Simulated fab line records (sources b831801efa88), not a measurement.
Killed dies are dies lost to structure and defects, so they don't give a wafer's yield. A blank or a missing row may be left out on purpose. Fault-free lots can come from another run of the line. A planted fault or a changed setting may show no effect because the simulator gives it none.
Matching of chambers    flow sky130    SKY_CONTACT_CMP_27 on cmp-02: 4 sister chambers
The step polishes, stops on SiO2, t overpolish 15 s, target thk 0 nm. 4 wafers are shown with their chamber, then 8 later ones without.

== WAFERS, EACH WITH ITS CHAMBER ==
wafer   chamber  motor-current-A (A)
L077.5  3        10.2
L079.2  2        9.8
L079.3  1        10.8
L084.2  0        12.0

== WAFERS WITHOUT THEIR CHAMBER ==
wafer   motor-current-A (A)
L084.4  9.9
L084.6  10.0
L087.3  10.7
L087.4  10.3
L087.6  11.4
L096.4  11.0
L096.5  11.3
L096.6  9.9

== EACH ONE'S CHAMBER ==
wafer   from the rows above           in truth
L084.4  can't be placed: 2 or 3       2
L084.6  can't be placed: 2 or 3 or 1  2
L087.3  can't be placed: 1 or 3       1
L087.4  can't be placed: 3 or 1 or 2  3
L087.6  can't be placed: 0 or 1 or 3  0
L096.4  can't be placed: 1 or 3       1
L096.5  can't be placed: 1 or 0 or 3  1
L096.6  can't be placed: 2 or 3       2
0 of 8 placed correctly. From these rows, 8 cannot be placed; in 8 the true chamber is one of the candidates. Wrongly placed: 0.
How it was worked out, from the rows above alone: a wafer's distance from a chamber is the root of the sum, over the readings, of the square of ((its reading less the chamber's mean) divided by the reading's scatter). If the next closest chamber is less than 2 further off than the closest, the wafer can't be placed; otherwise it belongs to the closest. Each chamber's mean is taken over the wafers shown for it. The scatter (one wafer shown for each chamber): square how far every hidden wafer sits from the nearest shown wafer, average those squares and take the square root.
